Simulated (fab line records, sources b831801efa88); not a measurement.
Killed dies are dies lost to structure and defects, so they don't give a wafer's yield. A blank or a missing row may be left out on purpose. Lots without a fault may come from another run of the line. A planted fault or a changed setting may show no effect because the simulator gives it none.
Which tool did it? | flow sky130 | 13 lots, 39 wafers sampled, at 4 steps of a route of 708

WHAT THE GAUGES READ, wafer by wafer
SKY_RES_PROTECT_TW_MEAS_08. Usual: POLY_GATE_TW 4059, standard deviation 35.
lot  | measured     | on            | POLY_GATE_TW   | flag
L574 | day 13 12:12 | film_metro-02 | 4114 4121 4094 |
L577 | day 16 20:01 | film_metro-04 | 4052 4044 4072 |
L578 | day 16 20:31 | film_metro-04 | 4047 4051 4048 |
L579 | day 17 05:16 | film_metro-02 | 4112 4094 4100 |
L581 | day 18 04:22 | film_metro-04 | 4034 4065 4036 |
L584 | day 19 08:10 | film_metro-01 | 4028 3992 4000 |
L585 | day 19 15:19 | film_metro-02 | 4099 4085 4064 |
L586 | day 21 22:55 | film_metro-04 | 4039 4070 4053 |
L591 | day 21 23:58 | film_metro-04 | 4048 4068 4056 |
L592 | day 22 02:17 | film_metro-02 | 4073 4082 4081 |
L595 | day 23 21:34 | film_metro-01 | 3990 4003 3984 |
L596 | day 23 23:25 | film_metro-02 | 4049 4056 4052 |
L597 | day 24 09:06 | film_metro-02 | 4059 4075 4063 |

SKY_LDD_N_OVL_MEAS_07. Usual: LDD_N_OVL 0.5 nm, standard deviation 1.2.
lot  | measured     | on         | LDD_N_OVL (nm) | flag
L574 | day 16 03:40 | overlay-02 | 0.0 1.4 1.4    |
L577 | day 19 12:36 | overlay-01 | 0.4 -0.4 -0.5  |
L578 | day 19 12:55 | overlay-02 | 1.4 0.5 2.3    |
L579 | day 19 23:15 | overlay-02 | -0.6 -0.6 -0.4 |
L581 | day 20 22:52 | overlay-01 | -1.5 0.0 0.6   |
L584 | day 22 02:24 | overlay-01 | 1.5 0.7 0.8    |
L585 | day 22 09:16 | overlay-01 | 0.7 0.8 1.9    |
L586 | day 24 17:46 | overlay-01 | 1.8 0.7 0.7    |
L591 | day 24 18:25 | overlay-01 | 1.5 0.4 1.3    |
L592 | day 24 21:08 | overlay-02 | -0.7 0.2 -0.4  |
L595 | day 26 16:52 | overlay-02 | 0.8 0.8 1.2    |
L596 | day 26 17:09 | overlay-02 | -2.5 0.6 -2.6  |
L597 | day 27 00:25 | overlay-01 | 1.3 1.8 1.1    |

WHICH TOOL RAN EACH LOT (tool, then ch and the chambers of the sampled wafers, then the start)
lot  | SKY_GATE_OXIDE_OXIDATION_16   | SKY_POLY_GATE_ETCH_15
L574 | furnace-01 ch 0, day 12 08:42 | rie_diel-02 ch 0,2, day 14 21:32
L577 | furnace-01 ch 0, day 15 13:13 | rie_diel-04 ch 1,2, day 18 02:32
L578 | furnace-01 ch 0, day 15 13:13 | rie_diel-02 ch 0,1,3, day 18 03:50
L579 | furnace-02 ch 0, day 15 22:09 | rie_diel-04 ch 1,2, day 18 14:44
L581 | furnace-01 ch 0, day 16 22:17 | rie_diel-04 ch 0,1,3, day 19 13:59
L584 | furnace-01 ch 0, day 17 21:42 | rie_diel-04 ch 0,1,2, day 20 17:20
L585 | furnace-01 ch 0, day 18 06:18 | rie_diel-04 ch 0,1,3, day 20 23:50
L586 | furnace-01 ch 0, day 20 12:44 | rie_diel-04 ch 0,1,2, day 23 09:13
L591 | furnace-01 ch 0, day 20 12:44 | rie_diel-01 ch 1,3, day 23 09:55
L592 | furnace-02 ch 0, day 20 15:58 | rie_diel-02 ch 0,2, day 23 11:21
L595 | furnace-02 ch 0, day 22 11:10 | rie_diel-04 ch 0,1,3, day 25 08:43
L596 | furnace-01 ch 0, day 22 12:21 | rie_diel-02 ch 1,2,3, day 25 08:37
L597 | furnace-02 ch 0, day 22 23:21 | rie_diel-04 ch 0,3, day 25 16:40
- SKY_GATE_OXIDE_OXIDATION_16: stabilise 600 s, purge 300 s, target thk 3.57 nm.
- SKY_POLY_GATE_ETCH_15: etches BARC in N2/H2, stops on SiO2, time 118.5 s, target depth 110 nm.

WHAT THE TOOLS THEMSELVES READ (means of the sampled wafers that have a number; where no wafer has one, the mark that the record gives instead)
SKY_GATE_OXIDE_OXIDATION_16. Usual: ramp_up_c_per_min 9.9998, standard deviation 0.0018.
lot  | tool       | ramp_up_c_per_min | flag
L574 | furnace-01 | 9.9995            |
L577 | furnace-01 | 10.0004           |
L578 | furnace-01 | 9.9999            |
L579 | furnace-02 | 10.0003           |
L581 | furnace-01 | 10.0002           |
L584 | furnace-01 | 10.0006           |
L585 | furnace-01 | 10.0017           |
L586 | furnace-01 | 10.0007           |
L591 | furnace-01 | 9.9979            |
L592 | furnace-02 | 10.0001           |
L595 | furnace-02 | 9.9991            |
L596 | furnace-01 | 9.9991            |
L597 | furnace-02 | 10.0020           |

SKY_POLY_GATE_ETCH_15. Usual: chamber_pressure_mTorr 30.008 mTorr, standard deviation 0.027; drypump_motor_current_A 5.8 A, standard deviation 0.47; oes_product_au 0.716 a.u., standard deviation 0.0048; throttle_valve_pct 13.213 %, standard deviation 0.0096.
lot  | tool        | chamber_pressure_mTorr (mTorr) | drypump_motor_current_A (A) | oes_product_au (a.u.) | throttle_valve_pct (%) | flag
L574 | rie_diel-02 | 30.016                         | 5.3                         | 0.717                 | 13.211                 |
L577 | rie_diel-04 | 30.018                         | 5.6                         | 0.717                 | 13.203                 |
L578 | rie_diel-02 | 29.999                         | 5.8                         | 0.720                 | 13.209                 |
L579 | rie_diel-04 | 30.014                         | 5.7                         | 0.713                 | 13.213                 |
L581 | rie_diel-04 | 30.007                         | 6.0                         | 0.714                 | 13.211                 |
L584 | rie_diel-04 | 30.003                         | 5.8                         | 0.719                 | 13.216                 |
L585 | rie_diel-04 | 30.011                         | 6.0                         | 0.720                 | 13.206                 |
L586 | rie_diel-04 | 30.016                         | 5.8                         | 0.719                 | 13.213                 |
L591 | rie_diel-01 | 29.999                         | 5.4                         | 0.715                 | 13.223                 |
L592 | rie_diel-02 | 29.995                         | 5.4                         | 0.718                 | 13.217                 |
L595 | rie_diel-04 | 30.009                         | 6.0                         | 0.715                 | 13.214                 |
L596 | rie_diel-02 | 30.034                         | 5.9                         | 0.718                 | 13.212                 |
L597 | rie_diel-04 | 29.991                         | 6.2                         | 0.711                 | 13.209                 |

THE ANSWER, worked out from the rows above alone
Rule: a lot is off if the mean of its wafers that have a number lies more than 3 standard deviations from the usual mean. A lot without any number at a reading at which 4 lots or more have one is off too. The other lots that the step has rows for count as sound. The gauges are gone through in route order, then the tools' own readings, and for those a lot's mean is taken as printed above. The first step at which some lot is off is used, and at that step the reading that is off furthest; a lot without a number counts as furthest.
No lot is off at any reading shown: from this, nothing can be told.

WHAT THE SIMULATOR HAD PUT IN
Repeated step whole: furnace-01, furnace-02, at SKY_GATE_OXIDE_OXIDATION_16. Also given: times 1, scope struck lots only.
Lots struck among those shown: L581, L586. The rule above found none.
